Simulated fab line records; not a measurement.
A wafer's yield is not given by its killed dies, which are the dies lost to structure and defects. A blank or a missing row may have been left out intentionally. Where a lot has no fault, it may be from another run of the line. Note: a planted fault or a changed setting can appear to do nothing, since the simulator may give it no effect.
One fault through the eyes of 2 desks || flow sky130 || numbers are kept per desk, each desk with only its own; the story behind them comes last

== AT THE TOOL OWNER'S DESK: implanter-03 ==
The tool's own readings at SKY_LDD_HVN_IMPLANT_08, given as means over the sampled wafers that have a number, one for each lot that went through this tool. Marked OUT: a lot whose mean sits more than 4 standard deviations from the usual mean, which makes it out of limits; the brackets give that distance.
Columns: A = beamEnergyKeV at SKY_LDD_HVN_IMPLANT_08, usual 60.000; B = endStationPressureTorr at SKY_LDD_HVN_IMPLANT_08, usual 5.13e-06 Torr
{"lot": "L714", "first seen here": "day 21 21:40", "A": 59.993, "B": 5.02e-06}
{"lot": "L720", "first seen here": "day 23 15:09", "A": 60.013, "B": 5.43e-06}
{"lot": "L724", "first seen here": "day 25 07:08", "A": "57.380 (-99 or more) OUT", "B": 5.10e-06}
{"lot": "L726", "first seen here": "day 25 18:05", "A": "57.395 (-99 or more) OUT", "B": 5.34e-06}
Finding of this desk: L724, L726 out of limits; the first was L724 at day 25 07:08, on beamEnergyKeV at SKY_LDD_HVN_IMPLANT_08. L714, L720: within limits.

== METROLOGY DESK ==
What the gauges read, lot by lot, whatever tool the lot ran on: means of the sampled wafers that have a number. Marked OUT: a lot whose mean sits more than 4 standard deviations from the usual mean, which makes it out of limits; the brackets give that distance.
Columns: A = VT_ADJUST_LVTN_01_OVL at SKY_VT_ADJUST_LVTN_OVL_MEAS_18, usual -0.3 nm; B = LI_CONTACT_OVL at SKY_LI_CONTACT_OVL_MEAS_13, usual 3 nm; C = CONTACT_BOW at SKY_CONTACT_BOW_MEAS_05, usual 82 um
{"lot": "L711", "first seen here": "day 7 16:44", "A": -2.1, "B": -1, "C": 81}
{"lot": "L712", "first seen here": "day 8 01:26", "A": 1.7, "B": 4, "C": 87}
{"lot": "L714", "first seen here": "day 8 18:52", "A": -0.2, "B": 6, "C": 88}
{"lot": "L715", "first seen here": "day 8 21:05", "A": 0.3, "B": 4, "C": 83}
{"lot": "L717", "first seen here": "day 9 11:19", "A": 0.8, "B": -2, "C": 85}
{"lot": "L720", "first seen here": "day 10 04:36", "A": 0.0, "B": 6, "C": 85}
{"lot": "L721", "first seen here": "day 10 17:05", "A": -0.6, "B": 9, "C": 90}
{"lot": "L723", "first seen here": "day 11 04:08", "A": 0.6, "B": -1, "C": 85}
{"lot": "L724", "first seen here": "day 11 09:20", "A": -0.8, "B": 2, "C": 83}
{"lot": "L726", "first seen here": "day 11 20:41", "A": 0.2, "B": 3, "C": 80}
{"lot": "L730", "first seen here": "day 12 20:35", "A": -2.0, "B": 8, "C": 84}
{"lot": "L731", "first seen here": "day 13 03:05", "A": -0.6, "B": 15, "C": 82}
{"lot": "L732", "first seen here": "day 13 08:43", "A": -0.6, "B": 6, "C": 81}
{"lot": "L734", "first seen here": "day 13 21:37", "A": -0.9, "B": -2, "C": 81}
Finding of this desk: none of the 14 lots has anything out of limits.

== ALL TOGETHER ==
The tool owner's desk could have raised an alarm at day 25 07:08, on L724, L726.
Nothing out of limits was seen by the metrology desk.
The metrology desk holds a record of L724, L726, inside its limits.
Every lot named ran SKY_LDD_HVN_IMPLANT_08 on implanter-03.

== WHAT WAS PUT IN BY THE SIMULATOR ==
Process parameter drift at SKY_LDD_HVN_IMPLANT_08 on implanter-03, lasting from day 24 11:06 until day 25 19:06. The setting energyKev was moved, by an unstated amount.
Struck lots among those shown: L724, L726.
Each desk's first reading out of limits, in hours after the fault started: the tool owner's desk, 20.
